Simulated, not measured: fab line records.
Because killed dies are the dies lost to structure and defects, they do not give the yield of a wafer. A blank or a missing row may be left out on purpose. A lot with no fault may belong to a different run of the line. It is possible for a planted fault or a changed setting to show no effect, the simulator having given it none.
Which of the tools did it?	flow sky130	33 wafers from 11 lots sampled at 4 of the route's 708 steps

WHAT THE GAUGES SHOWED, per wafer
SKY_PASSIVATION_THK_MEAS_03.
lot	measured	on	PASSIVATION_CVD_02_THK (nm)
L874	day 44 03:49	filmMetro-01	549 542 558
L876	day 44 12:23	filmMetro-01	532 527 536
L878	day 45 02:14	filmMetro-01	543 538 549
L880	day 45 13:05	filmMetro-02	746 547 545
L883	day 46 08:51	filmMetro-02	532 532 725
L884	day 46 14:43	filmMetro-02	542 735 547
L890	day 47 23:14	filmMetro-01	526 532 539
L891	day 48 07:48	filmMetro-02	529 536 538
L894	day 48 23:10	filmMetro-02	534 527 542
L895	day 49 04:52	filmMetro-03	534 531 542
L896	day 49 05:13	filmMetro-03	529 534 546

EACH LOT AND THE TOOL THAT RAN IT (in order: tool; ch and the chambers of the sampled wafers; start)
lot	SKY_VIA4_CMP_02	SKY_METAL5_SPUTTER_03	SKY_PASSIVATION_CVD_02
L874	cmp-01 ch 0,3, day 42 02:52	pvdSputter-02, day 43 03:28	pecvd-03 ch 0,1,2, day 44 03:35
L876	cmp-02 ch 0,1,2, day 42 11:56	pvdSputter-02, day 43 12:47	pecvd-01 ch 0,1, day 44 12:10
L878	cmp-01 ch 1,2,3, day 43 03:35	pvdSputter-04, day 44 03:35	pecvd-03 ch 1,2, day 45 02:01
L880	cmp-02 ch 0,1, day 43 13:55	pvdSputter-03, day 44 13:57	pecvd-03 ch 0,1,2, day 45 12:56
L883	cmp-02 ch 0,2,3, day 44 11:34	pvdSputter-04, day 45 10:16	pecvd-03 ch 0,1,2, day 46 08:37
L884	cmp-02 ch 0,1,2, day 44 17:52	pvdSputter-03, day 45 16:41	pecvd-03 ch 0,2, day 46 14:29
L890	cmp-01 ch 1,2,3, day 46 04:24	pvdSputter-03, day 47 02:47	pecvd-01 ch 1,2, day 47 23:01
L891	cmp-01 ch 1,2,3, day 46 12:52	pvdSputter-02, day 47 10:52	pecvd-01 ch 0,1,2, day 48 07:34
L894	cmp-01 ch 1,3, day 47 07:07	pvdSputter-04, day 48 03:52	pecvd-01 ch 1,2, day 48 22:56
L895	cmp-01 ch 1,3, day 47 11:15	pvdSputter-04, day 48 09:10	pecvd-04 ch 0,1,2, day 49 04:38
L896	cmp-02 ch 0,2,3, day 47 11:49	pvdSputter-02, day 48 09:15	pecvd-01 ch 0,1, day 49 04:58
- SKY_VIA4_CMP_02: polishes SiO2.
- SKY_METAL5_SPUTTER_03: material Ti, target thk 5 nm, time 3.3 s.
- SKY_PASSIVATION_CVD_02: deposits Si3N4, target thk 540 nm.

THE ANSWER, worked out from the rows above alone
Rule: the usual values come from the lots themselves. Put in order of their means at a reading, lots are off if they are a third of the lots or fewer, leave a main group of 4 or more, and stand apart from it by a gap of 3 or more times the standard deviation of the main group's means; of several such gaps the widest counts. Not used: any main group whose means are identical at the precision the tables above print for the reading. A lot without any number at a reading at which 4 lots or more have one is off too. Where the step has rows for the other lots, those lots are counted as sound.
Off: L880, L883, L884, seen at SKY_PASSIVATION_THK_MEAS_03 (PASSIVATION_CVD_02_THK). The main group has a mean of 537 nm with a standard deviation of 5.8.
A tool fits if, at a process step before that reading, it ran every lot that is off, and no sound lot after the first of them. Gauges at SKY_PASSIVATION_THK_MEAS_03: tried the same way as those tools. One fits: SKY_PASSIVATION_CVD_02 on pecvd-03. Its last sound lot is L878 (day 45 02:01), its first lot that is off L880 (day 45 12:56): a fault that began between those two fits.

WHAT THE SIMULATOR HAD INSERTED
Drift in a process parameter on pecvd-03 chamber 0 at SKY_PASSIVATION_CVD_02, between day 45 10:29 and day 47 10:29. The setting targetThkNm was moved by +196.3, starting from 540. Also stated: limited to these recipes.
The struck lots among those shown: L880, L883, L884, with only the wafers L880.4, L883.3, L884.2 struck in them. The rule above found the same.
